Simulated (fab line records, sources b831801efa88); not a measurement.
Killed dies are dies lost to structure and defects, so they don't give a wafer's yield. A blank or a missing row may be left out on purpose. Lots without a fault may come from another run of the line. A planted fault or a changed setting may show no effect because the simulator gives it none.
Which tool did it? | flow sky130 | 8 lots, 24 wafers sampled, at 2 steps of a route of 708

WHAT THE GAUGES READ, wafer by wafer
SKY_SONOS_ONO_THK_MEAS_03.
lot  | measured     | on            | SONOS_ONO_CVD_02_THK (nm)
L856 | day 12 04:47 | film_metro-03 | 10.54 10.33 10.55
L858 | day 13 12:40 | film_metro-03 | 10.64 10.53 10.55
L861 | day 14 15:49 | film_metro-04 | 10.91 10.97 10.77
L863 | day 15 06:12 | film_metro-02 | 10.29 10.30 10.28
L864 | day 15 11:17 | film_metro-02 | 10.71 10.84 10.85
L867 | day 16 02:44 | film_metro-02 | 11.05 11.04 11.03
L875 | day 18 19:36 | film_metro-03 | 10.58 10.55 10.40
L877 | day 19 11:37 | film_metro-02 | 10.62 10.71 10.64

WHICH TOOL RAN EACH LOT (tool, then ch and the chambers of the sampled wafers, then the start)
lot  | SKY_SONOS_ONO_CVD_02
L856 | lpcvd-02 ch 1, day 12 03:11
L858 | lpcvd-02 ch 0, day 13 11:35
L861 | lpcvd-02 ch 0, day 14 14:13
L863 | lpcvd-02 ch 1, day 15 04:37
L864 | lpcvd-02 ch 0, day 15 10:14
L867 | lpcvd-02 ch 1, day 16 01:40
L875 | lpcvd-02 ch 0, day 18 18:01
L877 | lpcvd-02 ch 1, day 19 10:34
- SKY_SONOS_ONO_CVD_02: deposits Si3N4 from DCS/NH3, target thk 10.5 nm, time 180 s.

THE ANSWER, worked out from the rows above alone
Rule: what is usual is taken from the lots themselves. Put in order of their means at a reading, lots are off if they are a third of the lots or fewer, leave a main group of 4 or more, and stand apart from it by a gap of 3 or more times the standard deviation of the main group's means; of several such gaps the widest counts. A main group whose means are all the same, to the digits that the tables above print for the reading, isn't used. A lot without any number at a reading at which 4 lots or more have one is off too. The other lots that the step has rows for count as sound.
No lot is off at any reading shown: from this, nothing can be told.

WHAT THE SIMULATOR HAD PUT IN
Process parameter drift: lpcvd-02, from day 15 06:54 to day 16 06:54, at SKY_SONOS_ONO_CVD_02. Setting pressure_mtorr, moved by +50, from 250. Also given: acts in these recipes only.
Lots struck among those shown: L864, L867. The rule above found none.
